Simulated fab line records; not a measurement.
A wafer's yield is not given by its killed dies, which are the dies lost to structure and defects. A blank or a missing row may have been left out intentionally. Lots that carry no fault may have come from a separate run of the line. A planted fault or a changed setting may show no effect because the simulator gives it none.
One fault seen from 2 desks || flow sky130 || only its own numbers are on each desk; what lay behind them is given at the end

AT THE METROLOGY DESK
Means of the sampled wafers that have a number, per lot and without regard to the tool the lot ran on: this is what the gauges read. The brackets show how far a lot's mean lies from the usual mean; more than 4 standard deviations puts the lot out of limits, marked OUT.
Columns: A = METAL4_OVL at SKY_METAL4_OVL_MEAS_14, usual 4 nm; B = VIA4_W_THK at SKY_VIA4_THK_MEAS_20, usual 503 nm; C = METAL5_ALCU_RS at SKY_METAL5_RS_MEAS_05, usual 0.02702 ohm/sq; D = PASSIVATION_CVD_00_THK at SKY_PASSIVATION_THK_MEAS_01, usual 90.1 nm
{"lot": "L984", "first seen here": "day 41 21:34", "A": 12, "B": 520, "C": 0.02709, "D": 89.1}
{"lot": "L987", "first seen here": "day 43 09:34", "A": 5, "B": 503, "C": 0.02693, "D": 89.7}
{"lot": "L985", "first seen here": "day 43 10:31", "A": 5, "B": 502, "C": 0.02687, "D": 89.9}
{"lot": "L988", "first seen here": "day 43 20:11", "A": -2, "B": 501, "C": 0.02710, "D": "99.8 (+8.1) OUT"}
{"lot": "L991", "first seen here": "day 44 01:31", "A": 2, "B": 502, "C": 0.02688, "D": "98.9 (+7.3) OUT"}
{"lot": "L992", "first seen here": "day 44 13:46", "A": 0, "B": 493, "C": 0.02685, "D": "107.1 (+14) OUT"}
{"lot": "L998", "first seen here": "day 45 16:28", "A": 9, "B": 512, "C": 0.02667, "D": 89.6}
{"lot": "L999", "first seen here": "day 46 00:46", "A": 5, "B": 501, "C": 0.02684, "D": 89.6}
{"lot": "L101", "first seen here": "day 46 14:13", "A": 13, "B": 501, "C": 0.02727, "D": 91.9}
{"lot": "L102", "first seen here": "day 46 21:13", "A": -5, "B": 500, "C": 0.02712, "D": 89.4}
{"lot": "L104", "first seen here": "day 47 01:07", "A": 13, "B": 515, "C": 0.02710, "D": 90.2}
{"lot": "L105", "first seen here": "day 47 13:59", "A": 7, "B": 495, "C": 0.02682, "D": 90.7}
Finding of this desk: L988, L991, L992 out of limits, first seen on L988 at day 45 21:04 (PASSIVATION_CVD_00_THK at SKY_PASSIVATION_THK_MEAS_01). L984, L987, L985, L998, L999, L101, L102, L104, L105 stayed within limits.

TOOL OWNER'S DESK, pecvd-01
The tool's own readings at SKY_PASSIVATION_CVD_00 (deposits SiO2, target thk 90 nm): means of the sampled wafers that have a number, for each lot that ran on this tool. The brackets show how far a lot's mean lies from the usual mean; more than 4 standard deviations puts the lot out of limits, marked OUT.
Columns: A = heaterPowerOuterW at SKY_PASSIVATION_CVD_00, usual 392 W; B = heaterPowerW at SKY_PASSIVATION_CVD_00, usual 683 W; C = susceptorTempC at SKY_PASSIVATION_CVD_00, usual 400.02 C
{"lot": "L987", "first seen here": "day 45 09:59", "A": 360, "B": 676, "C": 400.08}
{"lot": "L985", "first seen here": "day 45 11:44", "A": 411, "B": 727, "C": 399.82}
{"lot": "L988", "first seen here": "day 45 20:56", "A": 376, "B": 678, "C": 400.13}
{"lot": "L991", "first seen here": "day 46 01:14", "A": 407, "B": 736, "C": 400.00}
{"lot": "L992", "first seen here": "day 46 10:45", "A": 372, "B": 682, "C": 400.01}
{"lot": "L102", "first seen here": "day 48 17:04", "A": 414, "B": 759, "C": 400.22}
{"lot": "L104", "first seen here": "day 48 20:27", "A": 432, "B": 786, "C": 400.19}
Result from this desk: across the 7 lots, nothing is out of limits.

PUT TOGETHER
L988, L991, L992 would have let the metrology desk raise an alarm at day 45 21:04.
The desk of the tool owner found nothing out of limits.
On record at the tool owner's desk: L988, L991, L992, within its limits.
SKY_PASSIVATION_CVD_00 was run on pecvd-01 by each of the lots named.

WHAT THE SIMULATOR PUT IN
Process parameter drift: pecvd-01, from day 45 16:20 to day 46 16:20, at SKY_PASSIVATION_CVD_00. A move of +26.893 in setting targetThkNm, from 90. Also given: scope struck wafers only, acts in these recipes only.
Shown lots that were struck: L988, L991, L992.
Delay in hours, fault start to first out-of-limits reading, per desk: metrology desk 5.
